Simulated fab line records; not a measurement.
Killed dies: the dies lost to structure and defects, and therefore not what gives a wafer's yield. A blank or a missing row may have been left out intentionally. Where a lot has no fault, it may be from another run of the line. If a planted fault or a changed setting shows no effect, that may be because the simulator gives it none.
fab line records + flow sky130 + part 2 of 2: steps 26 to 33 of 33
record:
- lots: 5
- wafers: 15
- last_day: 49
route steps=708 shown LDD_HVP@287 LDD_LDN@289 SPACER@304 POLY_CUT@307
lots that met no fault: from a run of the same line without faults
start_h: the number of hours between the record's first day and the start of the first shown wafer of the lot + wait_h: hours since the lot's step before + " same as the row above + L1.1+2: a row that stands for several wafers + - either no value or no given start + * or withheld: withheld + < > ~ a bound
route shown NAME@n: a module of which the file shows steps, and the number in the route of the first + usual: mean/standard deviation taken from wafers without a fault + same: alike in all rows + chamber/n: place in a boat + sites: readings site by site + _std_site: standard deviation across them + _edge_site: outer sites' mean less inner sites' + radius_mm: how far each site lies from the wafer's centre + mask NAME#n: copy n + behind: the last tool/chamber to shape the wafer + hold: reason for holding the lot/hours on hold/outcome of the hold + device: transistor that didn't switch, given as n, p or np + end of line: tests of these same wafers at the route's end + step lacking rows: just its recipe + killed: at the first sort, the dies lost to defects and structure; wafer yield is something else + map: the dies of a wafer, with x for killed, . for not killed, _ for no die there
set.NAME: the setting as run; set.NAME@STEP: as run at that earlier step + model.NAME: the simulator's own value behind a step, which no gauge read
certain route steps with their lots: each step a table, each wafer a row
services: from which hour (start_h, from the record's first day; less than 0 if before it) a tool's chamber was out of use, for how many hours, and why
== steps ==
step: SKY_POLY_CUT_EXPOSE_05
recipe:
- mask_id: NPCM
- na: 0.8
- source_shape: annular
- sigma_inner: 0.55
- sigma_outer: 0.85
- target_cd_nm: 270
- dose_mj: 32
usual:
- stage_vel_mm_s: 499.95/0.24
| lot.wafer | tool           | chamber | start_h | wait_h | mask   | stage_vel_mm_s |
|-----------|----------------|---------|---------|--------|--------|----------------|
| L075.1    | krf_scanner-02 | 0       | -       | -      | NPCM#0 | 499.42         |
| L075.4    | "              | 0       | "       | "      | NPCM#0 | 500.33         |
| L075.5    | "              | 0       | "       | "      | NPCM#0 | 499.80         |
| L077.2    | krf_scanner-01 | 0       | -       | -      | NPCM#0 | 500.30         |
| L077.5    | "              | 0       | "       | "      | NPCM#0 | 500.29         |
| L077.6    | "              | 0       | "       | "      | NPCM#0 | 500.04         |
| L085.3    | krf_scanner-02 | 0       | -       | -      | NPCM#0 | 499.38         |
| L085.5    | "              | 0       | "       | "      | NPCM#0 | 499.76         |
| L085.6    | "              | 0       | "       | "      | NPCM#0 | 499.90         |
| L086.4    | krf_scanner-02 | 0       | -       | -      | NPCM#0 | 500.38         |
| L086.5    | "              | 0       | "       | "      | NPCM#0 | 499.87         |
| L086.6    | "              | 0       | "       | "      | NPCM#0 | 499.98         |
| L088.1    | krf_scanner-01 | 0       | -       | -      | NPCM#0 | 499.65         |
| L088.2    | "              | 0       | "       | "      | NPCM#0 | 499.82         |
| L088.5    | "              | 0       | "       | "      | NPCM#0 | 499.71         |
step: SKY_POLY_CUT_PEB_06
recipe:
- peb_temp_c: withheld
- peb_time_s: withheld
- resist: KrF-thick
usual:
- chill_plate_temp_C: *
| lot.wafer | tool           | chamber | start_h | wait_h | chill_plate_temp_C |
|-----------|----------------|---------|---------|--------|--------------------|
| L075.1    | litho_track-02 | 0       | -       | -      | *                  |
| L075.4    | "              | 0       | "       | "      | *                  |
| L075.5    | "              | 0       | "       | "      | *                  |
| L077.2    | litho_track-01 | 0       | -       | -      | *                  |
| L077.5    | "              | 0       | "       | "      | *                  |
| L077.6    | "              | 0       | "       | "      | *                  |
| L085.3    | litho_track-04 | 0       | -       | -      | *                  |
| L085.5    | "              | 0       | "       | "      | *                  |
| L085.6    | "              | 0       | "       | "      | *                  |
| L086.4    | litho_track-02 | 0       | -       | -      | *                  |
| L086.5    | "              | 0       | "       | "      | *                  |
| L086.6    | "              | 0       | "       | "      | *                  |
| L088.1    | litho_track-02 | 0       | -       | -      | *                  |
| L088.2    | "              | 0       | "       | "      | *                  |
| L088.5    | "              | 0       | "       | "      | *                  |
step: SKY_POLY_CUT_DEVELOP_07
recipe:
- develop_time_s: 60
- resist: KrF-thick
- dev_temp_c: 21
usual:
- chill_plate_temp_C: 23.01/0.11
| lot.wafer | tool           | chamber | start_h | wait_h | chill_plate_temp_C |
|-----------|----------------|---------|---------|--------|--------------------|
| L075.1    | litho_track-02 | 0       | -       | -      | 23.01              |
| L075.4    | "              | 0       | "       | "      | 23.07              |
| L075.5    | "              | 0       | "       | "      | 23.20              |
| L077.2    | litho_track-01 | 0       | -       | -      | 22.91              |
| L077.5    | "              | 0       | "       | "      | 22.97              |
| L077.6    | "              | 0       | "       | "      | 23.02              |
| L085.3    | litho_track-04 | 0       | -       | -      | 23.19              |
| L085.5    | "              | 0       | "       | "      | 23.11              |
| L085.6    | "              | 0       | "       | "      | 23.23              |
| L086.4    | litho_track-02 | 0       | -       | -      | 23.06              |
| L086.5    | "              | 0       | "       | "      | 22.90              |
| L086.6    | "              | 0       | "       | "      | 23.01              |
| L088.1    | litho_track-02 | 0       | -       | -      | 23.16              |
| L088.2    | "              | 0       | "       | "      | 23.03              |
| L088.5    | "              | 0       | "       | "      | 23.18              |
step: SKY_POLY_CUT_CD_MEAS_08
recipe:
- target_cd_nm: 270
usual:
- cd_nm: 270.1/1.3
| lot.wafer | tool      | chamber | start_h | wait_h | cd_nm |
|-----------|-----------|---------|---------|--------|-------|
| L075.1    | cd_sem-02 | -       | 552.02  | -      | 271.6 |
| L075.4    | "         | -       | "       | "      | 272.0 |
| L075.5    | "         | -       | "       | "      | 271.5 |
| L077.2    | cd_sem-02 | -       | 577.36  | -      | 269.9 |
| L077.5    | "         | -       | "       | "      | 269.3 |
| L077.6    | "         | -       | "       | "      | 268.0 |
| L085.3    | cd_sem-01 | -       | 646.43  | -      | 272.6 |
| L085.5    | "         | -       | "       | "      | 271.6 |
| L085.6    | "         | -       | "       | "      | 270.8 |
| L086.4    | cd_sem-01 | -       | 650.87  | -      | 270.6 |
| L086.5    | "         | -       | "       | "      | 270.4 |
| L086.6    | "         | -       | "       | "      | 270.6 |
| L088.1    | cd_sem-01 | -       | 707.57  | -      | 271.3 |
| L088.2    | "         | -       | "       | "      | 270.4 |
| L088.5    | "         | -       | "       | "      | 270.4 |
step: SKY_POLY_CUT_OVL_MEAS_09
usual:
- POLY_CUT_OVL: -1/5.3
| lot.wafer | tool       | chamber | start_h | wait_h | POLY_CUT_OVL[nm] |
|-----------|------------|---------|---------|--------|------------------|
| L075.1    | overlay-02 | -       | 552.14  | 0.1    | -7               |
| L075.4    | "          | -       | "       | "      | -7               |
| L075.5    | "          | -       | "       | "      | -14              |
| L077.2    | overlay-02 | -       | 577.47  | 0.1    | -14              |
| L077.5    | "          | -       | "       | "      | -10              |
| L077.6    | "          | -       | "       | "      | -12              |
| L085.3    | overlay-02 | -       | 646.52  | 0.1    | 8                |
| L085.5    | "          | -       | "       | "      | 5                |
| L085.6    | "          | -       | "       | "      | 6                |
| L086.4    | overlay-02 | -       | 650.95  | 0.1    | 1                |
| L086.5    | "          | -       | "       | "      | -1               |
| L086.6    | "          | -       | "       | "      | 4                |
| L088.1    | overlay-01 | -       | 707.69  | 0.1    | 4                |
| L088.2    | "          | -       | "       | "      | 6                |
| L088.5    | "          | -       | "       | "      | 6                |
step: SKY_POLY_CUT_ETCH_10
recipe:
- chemistry: N2/H2
- target: BARC
- ion_energy_ev: 200
- source_w: 500
- bias_w: 100
- pressure_mtorr: 30
- n2_flow_sccm: 100
- h2_flow_sccm: 200
- stop_on: SiO2
- time_s: 45.9
- target_depth_a: 600
usual:
- drypump_motor_current_A: 5.6/0.49
- oes_product_au: 0.854/0.0045
- throttle_valve_pct: 13.225/0.0098
same:
- time_s: 45.9
| lot.wafer | tool        | chamber | start_h | wait_h | drypump_motor_current_A | oes_product_au | rf_hours_counter_h | throttle_valve_pct |
|-----------|-------------|---------|---------|--------|-------------------------|----------------|--------------------|--------------------|
| L075.1    | rie_diel-01 | 2       | 552.18  | 0.0    | 4.7                     | 0.852          | 8                  | 13.223             |
| L075.4    | "           | 1       | "       | "      | 5.2                     | 0.856          | 16                 | 13.229             |
| L075.5    | "           | 3       | "       | "      | 5.7                     | 0.854          | -                  | 13.244             |
| L077.2    | rie_diel-01 | 1       | 577.50  | 0.0    | 5.2                     | 0.852          | 16                 | 13.237             |
| L077.5    | "           | 3       | "       | "      | 5.7                     | 0.858          | -                  | 13.242             |
| L077.6    | "           | 0       | "       | "      | 5.7                     | 0.854          | -                  | 13.223             |
| L085.3    | rie_diel-01 | 2       | 646.55  | 0.0    | 4.7                     | 0.852          | 10                 | 13.229             |
| L085.5    | "           | 0       | "       | "      | 5.7                     | 0.848          | -                  | 13.222             |
| L085.6    | "           | 1       | "       | "      | 5.2                     | 0.851          | -                  | 13.219             |
| L086.4    | rie_diel-03 | 3       | 650.97  | 0.0    | 5.2                     | 0.850          | 46                 | 13.231             |
| L086.5    | "           | 2       | "       | "      | 5.1                     | 0.854          | -                  | 13.220             |
| L086.6    | "           | 1       | "       | "      | 6.4                     | 0.855          | -                  | 13.230             |
| L088.1    | rie_diel-03 | 1       | 707.73  | 0.0    | 6.4                     | 0.847          | 8                  | 13.215             |
| L088.2    | "           | 2       | "       | "      | 5.1                     | 0.853          | 9                  | 13.242             |
| L088.5    | "           | 0       | "       | "      | 6.4                     | 0.857          | -                  | 13.224             |
step: SKY_POLY_CUT_ETCH_11
recipe:
- target: Si3N4
- chemistry: CF4/CH2F2/Ar
- stop_on: poly-Si
- source_w: 600
- bias_w: 150
- pressure_mtorr: 40
- cf4_flow_sccm: 40
- ch2f2_flow_sccm: 20
- Ar_flow_sccm: 150
- time_s: 42.5
- target_depth_a: 600
usual:
- drypump_motor_current_A: 5.6/0.5
- oes_product_au: 0.830/0.006
- throttle_valve_pct: 14.994/0.0082
same:
- time_s: 42.5
| lot.wafer | tool        | chamber | start_h | wait_h | drypump_motor_current_A | oes_product_au | rf_hours_counter_h | throttle_valve_pct |
|-----------|-------------|---------|---------|--------|-------------------------|----------------|--------------------|--------------------|
| L075.1    | rie_diel-01 | 2       | 552.22  | 0.0    | 4.7                     | 0.829          | 8                  | 15.001             |
| L075.4    | "           | 1       | "       | "      | 5.2                     | 0.830          | 16                 | 14.990             |
| L075.5    | "           | 3       | "       | "      | 5.7                     | 0.826          | -                  | 15.004             |
| L077.2    | rie_diel-01 | 1       | 577.54  | 0.0    | 5.2                     | 0.834          | 16                 | 14.996             |
| L077.5    | "           | 3       | "       | "      | 5.7                     | 0.839          | -                  | 15.006             |
| L077.6    | "           | 0       | "       | "      | 5.7                     | 0.835          | -                  | 14.983             |
| L085.3    | rie_diel-01 | 2       | 646.59  | 0.0    | 4.7                     | 0.827          | 10                 | 14.971             |
| L085.5    | "           | 0       | "       | "      | 5.7                     | 0.839          | -                  | 14.998             |
| L085.6    | "           | 1       | "       | "      | 5.2                     | 0.839          | -                  | 14.991             |
| L086.4    | rie_diel-03 | 3       | 651.01  | 0.0    | 5.2                     | 0.835          | 46                 | 14.989             |
| L086.5    | "           | 2       | "       | "      | 5.1                     | 0.840          | -                  | 15.001             |
| L086.6    | "           | 1       | "       | "      | 6.4                     | 0.841          | -                  | 15.009             |
| L088.1    | rie_diel-03 | 1       | 707.77  | 0.0    | 6.4                     | 0.829          | 8                  | 14.990             |
| L088.2    | "           | 2       | "       | "      | 5.1                     | 0.815          | 9                  | 14.998             |
| L088.5    | "           | 0       | "       | "      | 6.4                     | 0.826          | -                  | 14.992             |
step: SKY_POLY_CUT_STRIP_12
recipe:
- chemistry: O2/N2
- power_w: 1400
- pressure_mtorr: 1500
- platen_temp_c: withheld
- o2_flow_sccm: 3000
- n2_flow_sccm: 300
- overash_fraction: 0.5
usual:
- drypump_motor_current_A: 5.9/0.44
- oes_product_au: 0.452/0.0044
- strip_time_to_endpoint_s: 5.362/0.017
| lot.wafer | tool            | chamber | start_h | wait_h | drypump_motor_current_A | oes_product_au | rf_hours_counter_h | strip_time_to_endpoint_s |
|-----------|-----------------|---------|---------|--------|-------------------------|----------------|--------------------|--------------------------|
| L075.1    | plasma_asher-01 | 0       | 552.26  | 0.0    | 5.6                     | 0.449          | 85                 | 5.352                    |
| L075.4    | "               | 0       | "       | "      | 5.5                     | 0.456          | -                  | 5.369                    |
| L075.5    | "               | 0       | "       | "      | 5.6                     | 0.452          | -                  | 5.332                    |
| L077.2    | plasma_asher-01 | 1       | 577.58  | 0.0    | 6.6                     | 0.457          | 88                 | 5.350                    |
| L077.5    | "               | 1       | "       | "      | 6.6                     | 0.454          | -                  | 5.377                    |
| L077.6    | "               | 0       | "       | "      | 5.6                     | 0.450          | -                  | 5.376                    |
| L085.3    | plasma_asher-02 | 1       | 646.66  | 0.1    | 6.1                     | 0.451          | -                  | 5.340                    |
| L085.5    | "               | 1       | "       | "      | 6.1                     | 0.455          | -                  | 5.354                    |
| L085.6    | "               | 0       | "       | "      | 5.9                     | 0.443          | -                  | 5.339                    |
| L086.4    | plasma_asher-03 | 1       | 651.08  | 0.1    | 5.6                     | 0.452          | -                  | 5.372                    |
| L086.5    | "               | 1       | "       | "      | 5.6                     | 0.450          | -                  | 5.398                    |
| L086.6    | "               | 0       | "       | "      | 5.2                     | 0.450          | -                  | 5.397                    |
| L088.1    | plasma_asher-01 | 0       | 707.81  | 0.0    | 5.6                     | 0.453          | 101                | 5.361                    |
| L088.2    | "               | 1       | "       | "      | 6.6                     | 0.458          | 101                | 5.375                    |
| L088.5    | "               | 0       | "       | "      | 5.6                     | 0.458          | -                  | 5.362                    |
== services ==
| tool             | chamber | start_h | hours | kind   |
|------------------|---------|---------|-------|--------|
| iline_stepper-01 | -       | 485.57  | 0.9   | repair |
| plasma_asher-04  | -       | 487.15  | 2.2   | repair |
| rie_diel-01      | 2       | 527.07  | 22.2  | repair |
| lpcvd-02         | -       | 531.76  | 14.6  | pm     |
| rie_diel-03      | 0       | 533.11  | 4.1   | repair |
| rie_diel-03      | -       | 538.43  | 0.4   | repair |
| rie_diel-03      | 0       | 541.63  | 2.7   | repair |
| rie_diel-01      | 3       | 545.17  | 4.5   | repair |
| rie_diel-01      | 2       | 554.23  | 4.6   | repair |
| implanter-02     | -       | 572.21  | 7.5   | repair |
| implanter-03     | -       | 573.64  | 4.3   | repair |
| rie_diel-01      | -       | 576.76  | 0.4   | repair |
| implanter-03     | -       | 592.41  | 2.2   | repair |
| rie_diel-01      | 3       | 594.73  | 2.4   | repair |
| plasma_asher-04  | -       | 598.78  | 0.7   | repair |
| implanter-03     | -       | 614.92  | 7.1   | repair |
| implanter-04     | -       | 643.89  | 3.8   | pm     |
| implanter-02     | -       | 653.42  | 3.9   | pm     |
| implanter-04     | -       | 662.71  | 2.1   | repair |
| implanter-04     | -       | 664.83  | 3.1   | pm     |
| implanter-04     | -       | 667.28  | 3.6   | repair |
| rie_diel-01      | 0       | 692.06  | 2.7   | repair |
| implanter-04     | -       | 694.34  | 8.8   | repair |
| plasma_asher-01  | -       | 697.61  | 1.4   | repair |
